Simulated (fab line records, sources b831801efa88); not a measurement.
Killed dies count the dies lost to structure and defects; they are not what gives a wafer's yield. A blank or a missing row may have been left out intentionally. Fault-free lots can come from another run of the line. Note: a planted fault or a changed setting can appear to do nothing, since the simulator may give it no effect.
Chamber matching / flow sky130 / SKY_FIELD_ISO_ETCH_14 on rie diel-01 has 4 sister chambers
The step etches BARC in N2/H2, stops on SiO2, time 45.9 s, target depth 60 nm. 7 wafers are shown with their chamber, then 7 later ones without.

## WAFERS WITH THEIR CHAMBER
wafer=L500.4; chamber=0; drypump motor current A (A)=5.7; n2 flow sccm (sccm)=99.72
wafer=L509.4; chamber=1; drypump motor current A (A)=5.4; n2 flow sccm (sccm)=100.06
wafer=L511.2; chamber=3; drypump motor current A (A)=6.0; n2 flow sccm (sccm)=100.08
wafer=L511.3; chamber=1; drypump motor current A (A)=5.4; n2 flow sccm (sccm)=99.94
wafer=L511.4; chamber=2; drypump motor current A (A)=5.9; n2 flow sccm (sccm)=99.81
wafer=L514.3; chamber=2; drypump motor current A (A)=5.9; n2 flow sccm (sccm)=99.94
wafer=L514.4; chamber=3; drypump motor current A (A)=6.1; n2 flow sccm (sccm)=100.19

## WAFERS MISSING THEIR CHAMBER
wafer=L514.6; drypump motor current A (A)=5.9; n2 flow sccm (sccm)=99.68
wafer=L517.2; drypump motor current A (A)=5.7; n2 flow sccm (sccm)=99.49
wafer=L517.3; drypump motor current A (A)=5.5; n2 flow sccm (sccm)=100.34
wafer=L517.6; drypump motor current A (A)=5.9; n2 flow sccm (sccm)=100.21
wafer=L519.1; drypump motor current A (A)=5.7; n2 flow sccm (sccm)=99.98
wafer=L519.3; drypump motor current A (A)=5.4; n2 flow sccm (sccm)=100.44
wafer=L519.4; drypump motor current A (A)=5.9; n2 flow sccm (sccm)=99.70

## WHICH CHAMBER EACH ONE RAN IN
wafer=L514.6; from the rows above=2; in truth=2
wafer=L517.2; from the rows above=0; in truth=0
wafer=L517.3; from the rows above=1; in truth=1
wafer=L517.6; from the rows above=can't be placed: 3 or 2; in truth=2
wafer=L519.1; from the rows above=can't be placed: 0 or 2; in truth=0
wafer=L519.3; from the rows above=1; in truth=1
wafer=L519.4; from the rows above=2; in truth=2
Placed correctly: 5 of 7. From these rows, 2 cannot be placed; in 2 the true chamber is one of the candidates. Placed wrongly: 0.
How it was worked out, from the rows above alone: a wafer's distance from a chamber is the root of the sum, over the readings, of the square of ((its reading less the chamber's mean) divided by the reading's scatter). If the next closest chamber is less than 2 further off than the closest, the wafer can't be placed; otherwise it belongs to the closest. A chamber's mean is the mean of its shown wafers. The scatter: take each reading less its chamber's mean, square it, sum over the shown wafers, divide by the number of wafers less the number of chambers, and take the root.
